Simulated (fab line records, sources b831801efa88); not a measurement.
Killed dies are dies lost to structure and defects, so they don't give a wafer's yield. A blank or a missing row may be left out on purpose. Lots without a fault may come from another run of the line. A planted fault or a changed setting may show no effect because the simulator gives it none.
fab line records | flow gf180mcu
record lots=6 wafers=18 last_day=33
route steps=602 shown TOP_METAL@567
lots that met no fault: from a run of the same line without faults
start_h: hours from the record's first day to the start of the lot's first wafer shown | wait_h: hours since the lot's step before | " the same as in the row above | L1.1+2: a row that stands for several wafers | - no value, or no start given | * or withheld: withheld | < > ~ a bound
route shown NAME@n: a module of which the file shows steps, and the number in the route of the first | usual: mean/standard deviation of fault-free wafers | same: alike in all rows | chamber/n: place in a boat | sites: the reading at each site | _std_site: their standard deviation | _edge_site: outer sites' mean less inner sites' | radius_mm: how far each site lies from the wafer's centre | mask NAME#n: copy n | behind: the tool/chamber that last shaped the wafer | hold: why the lot was held/for how many hours/how that ended | device: the transistor (n, p or np) that didn't switch | end of line: the same wafers' tests at the end of the route | a step without rows: its recipe alone | killed: dies lost to structure and defects at the first sort, not the wafer's yield | map: a wafer's dies, x killed, . not, _ none there
set.NAME: the setting as run; set.NAME@STEP: as run at that earlier step | model.NAME: the simulator's own value behind a step, which no gauge read
lots at some steps of the route; a table a step, a row a wafer
services: from which hour (start_h, from the record's first day; less than 0 if before it) a tool's chamber was out of use, for how many hours, and why
## steps
# step GF_TOP_METAL_SPUTTER_00
# recipe material=Ti target_thk_nm=37.5 arriving_ion_energy_ev=80 substrate_temp_c=200 chamber_pressure_pa=2 power_w=4000 time_s=150
# usual throttle_valve_pct=29.8/0.96
# columns lot.wafer tool chamber start_h wait_h throttle_valve_pct
L730.1 pvd_sputter-04 - 638.05 0.1 28.7
L730.2 " - " " 29.5
L730.3 " - " " 29.5
L732.3 pvd_sputter-01 - 650.98 0.2 28.3
L732.4 " - " " 29.9
L732.5 " - " " 30.0
L735.2 pvd_sputter-02 - 672.68 0.2 29.8
L735.3 " - " " 31.2
L735.5 " - " " 31.6
L736.1 pvd_sputter-01 - 690.45 0.1 29.9
L736.2 " - " " 28.2
L736.4 " - " " 29.6
L743.1 pvd_sputter-04 - 734.39 0.2 31.8
L743.4 " - " " 29.2
L743.6 " - " " 29.6
L747.1 pvd_sputter-02 - 757.47 0.1 29.7
L747.2 " - " " 30.0
L747.3 " - " " 31.3
# step GF_TOP_METAL_SPUTTER_01
# recipe material=TiN target_thk_nm=30 power_w=6500 time_s=25 chamber_pressure_pa=0.4
# usual throttle_valve_pct=29.8/0.95
# columns lot.wafer tool chamber start_h wait_h throttle_valve_pct
L730.1 pvd_sputter-04 - 638.15 0.1 29.1
L730.2 " - " " 29.3
L730.3 " - " " 29.5
L732.3 pvd_sputter-01 - 651.08 0.1 28.6
L732.4 " - " " 30.0
L732.5 " - " " 29.8
L735.2 pvd_sputter-02 - 672.78 0.1 29.8
L735.3 " - " " 31.4
L735.5 " - " " 31.4
L736.1 pvd_sputter-01 - 690.55 0.1 29.9
L736.2 " - " " 28.0
L736.4 " - " " 29.5
L743.1 pvd_sputter-04 - 734.49 0.1 32.0
L743.4 " - " " 29.4
L743.6 " - " " 29.8
L747.1 pvd_sputter-02 - 757.57 0.1 29.8
L747.2 " - " " 30.0
L747.3 " - " " 31.6
# step GF_TOP_METAL_SPUTTER_02
# recipe material=AlCu target_thk_nm=900 power_w=10600 chamber_pressure_pa=0.3 substrate_temp_c=250 gas=Ar time_s=47.82
# usual throttle_valve_pct=29.8/0.94
# columns lot.wafer tool chamber start_h wait_h throttle_valve_pct
L730.1 pvd_sputter-04 - 638.18 0.0 29.0
L730.2 " - " " 29.4
L730.3 " - " " 29.4
L732.3 pvd_sputter-01 - 651.12 0.0 28.6
L732.4 " - " " 29.8
L732.5 " - " " 29.8
L735.2 pvd_sputter-02 - 672.81 0.0 30.0
L735.3 " - " " 31.3
L735.5 " - " " 31.2
L736.1 pvd_sputter-01 - 690.58 0.0 29.8
L736.2 " - " " 28.3
L736.4 " - " " 29.7
L743.1 pvd_sputter-04 - 734.52 0.0 31.7
L743.4 " - " " 29.2
L743.6 " - " " 29.4
L747.1 pvd_sputter-02 - 757.61 0.0 29.5
L747.2 " - " " 30.0
L747.3 " - " " 31.3
# step GF_TOP_METAL_SPUTTER_03
# recipe material=Ti target_thk_nm=5 substrate_temp_c=300 chamber_pressure_pa=0.3 power_w=3000 time_s=3.3
# usual throttle_valve_pct=29.8/0.94
# columns lot.wafer tool chamber start_h wait_h throttle_valve_pct
L730.1 pvd_sputter-04 - 638.22 0.0 29.1
L730.2 " - " " 29.2
L730.3 " - " " 29.5
L732.3 pvd_sputter-01 - 651.16 0.0 28.5
L732.4 " - " " 30.0
L732.5 " - " " 29.7
L735.2 pvd_sputter-02 - 672.85 0.0 29.7
L735.3 " - " " 31.4
L735.5 " - " " 31.5
L736.1 pvd_sputter-01 - 690.62 0.0 30.0
L736.2 " - " " 28.4
L736.4 " - " " 29.8
L743.1 pvd_sputter-04 - 734.57 0.0 31.8
L743.4 " - " " 29.4
L743.6 " - " " 29.3
L747.1 pvd_sputter-02 - 757.65 0.0 29.7
L747.2 " - " " 29.9
L747.3 " - " " 31.3
# step GF_TOP_METAL_SPUTTER_04
# recipe material=TiN target_thk_nm=25 power_w=6500 time_s=20.8 chamber_pressure_pa=0.4
# usual throttle_valve_pct=29.8/0.92
# columns lot.wafer tool chamber start_h wait_h throttle_valve_pct
L730.1 pvd_sputter-04 - 638.24 0.0 28.7
L730.2 " - " " 29.5
L730.3 " - " " 29.6
L732.3 pvd_sputter-01 - 651.18 0.0 28.6
L732.4 " - " " 29.9
L732.5 " - " " 29.8
L735.2 pvd_sputter-02 - 672.87 0.0 29.7
L735.3 " - " " 31.3
L735.5 " - " " 31.5
L736.1 pvd_sputter-01 - 690.64 0.0 30.0
L736.2 " - " " 28.4
L736.4 " - " " 29.6
L743.1 pvd_sputter-04 - 734.58 0.0 31.7
L743.4 " - " " 29.4
L743.6 " - " " 29.7
L747.1 pvd_sputter-02 - 757.67 0.0 29.3
L747.2 " - " " 29.6
L747.3 " - " " 31.4
# step GF_TOP_METAL_RS_MEAS_05
# recipe thk_meas_gauge=four-point-probe reads=TiN_of_TOP_METAL_SPUTTER_04+Ti_of_TOP_METAL_SPUTTER_03+AlCu_of_TOP_METAL_SPUTTER_02+TiN_of_TOP_METAL_SPUTTER_01+Ti_of_TOP_METAL_SPUTTER_00
# usual TOP_METAL_ALCU_RS=0.0327/0.00037
# columns lot.wafer tool chamber start_h wait_h TOP_METAL_ALCU_RS[ohm/sq]
L730.1 film_metro-02 - 638.27 0.0 0.0330
L730.2 " - " " 0.0329
L730.3 " - " " 0.0322
L732.3 film_metro-04 - 651.25 0.1 0.0325
L732.4 " - " " 0.0328
L732.5 " - " " 0.0325
L735.2 film_metro-04 - 672.92 0.0 0.0329
L735.3 " - " " 0.0335
L735.5 " - " " 0.0336
L736.1 film_metro-04 - 690.67 0.0 0.0326
L736.2 " - " " 0.0325
L736.4 " - " " 0.0322
L743.1 film_metro-03 - 734.61 0.0 0.0333
L743.4 " - " " 0.0329
L743.6 " - " " 0.0328
L747.1 film_metro-02 - 757.71 0.0 0.0326
L747.2 " - " " 0.0324
L747.3 " - " " 0.0325
# step GF_TOP_METAL_THK_MEAS_06
# recipe thk_meas_gauge=xrf reads=AlCu_of_TOP_METAL_SPUTTER_02
# usual TOP_METAL_ALCU_THK=929/11
# columns lot.wafer tool chamber start_h wait_h TOP_METAL_ALCU_THK[nm]
L730.1 film_metro-02 - 638.39 0.1 927
L730.2 " - " " 928
L730.3 " - " " 941
L732.3 film_metro-04 - 651.35 0.1 933
L732.4 " - " " 924
L732.5 " - " " 939
L735.2 film_metro-04 - 673.03 0.1 922
L735.3 " - " " 909
L735.5 " - " " 898
L736.1 film_metro-04 - 690.79 0.1 931
L736.2 " - " " 939
L736.4 " - " " 938
L743.1 film_metro-03 - 734.73 0.1 914
L743.4 " - " " 928
L743.6 " - " " 930
L747.1 film_metro-02 - 757.83 0.1 931
L747.2 " - " " 937
L747.3 " - " " 929
# step GF_TOP_METAL_DEHYDRATE_07
# recipe temp_c=200 time_s=60
# step GF_TOP_METAL_HMDS_08
# recipe prime_time_s=60 prime_temp_c=120
# step GF_TOP_METAL_COAT_09
# recipe resist=NOVOLAK spin_rpm=3000 resist_thk_nm=1472
# step GF_TOP_METAL_SOFTBAKE_10
# recipe temp_c=90 time_s=60 resist=NOVOLAK
# step GF_TOP_METAL_EXPOSE_11
# recipe mask_id=MetalTop target_cd_nm=440 na=0.6 source_shape=conventional sigma_outer=0.6 dose_mj=170
# step GF_TOP_METAL_PEB_12
# recipe temp_c=withheld time_s=* resist=NOVOLAK
# usual chill_plate_temp_C=* exhaust_pa=45.0/0.82
# columns lot.wafer tool chamber start_h wait_h chill_plate_temp_C exhaust_pa
L730.1 litho_track-03 0 657.78 - * 45.4
L730.2 " 0 " " * 44.0
L730.3 " 0 " " * 45.5
L732.3 litho_track-02 0 670.24 - * 45.5
L732.4 " 0 " " * 44.7
L732.5 " 0 " " * 44.1
L735.2 litho_track-04 - 691.35 - - -
L735.3 " - " " - -
L735.5 " - " " - -
L736.1 litho_track-03 - 708.58 - - -
L736.2 " - " " - -
L736.4 " - " " - -
L743.1 litho_track-04 0 751.77 - * 44.7
L743.4 " 0 " " * 44.2
L743.6 " 0 " " * 44.2
L747.1 litho_track-04 0 772.17 - * 44.8
L747.2 " 0 " " * 44.9
L747.3 " 0 " " * 44.6
# step GF_TOP_METAL_DEVELOP_13
# recipe develop_time_s=60 dev_temp_c=23
## services
# columns tool chamber start_h hours kind
pvd_sputter-02 - 623.42 0.7 repair
pvd_sputter-02 - 654.66 1.7 repair
pvd_sputter-02 - 723.93 13.8 repair
pvd_sputter-04 - 737.40 2.3 repair
pvd_sputter-04 - 741.48 1.1 repair
## key
first_sign step=GF_TOP_METAL_PEB_12 reading=tool_record direction=missing
effect none on later readings
met_at GF_TOP_METAL_PEB_12
struck_wafers L735.2,L735.3,L735.5,L736.1,L736.2,L736.4
sort_left_out L735.2,L735.3,L735.5,L736.1,L736.2,L736.4
onset_between 657.78 691.35
fault kind=skipped_step_whole tool=litho_track-03,litho_track-04 chamber=- onset_h=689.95 steps=GF_TOP_METAL_PEB_12 scope=struck_lots_only
# sort_left_out: the simulated sort isn't trusted on such a fault, so these wafers' sort isn't shown, and their yield isn't known
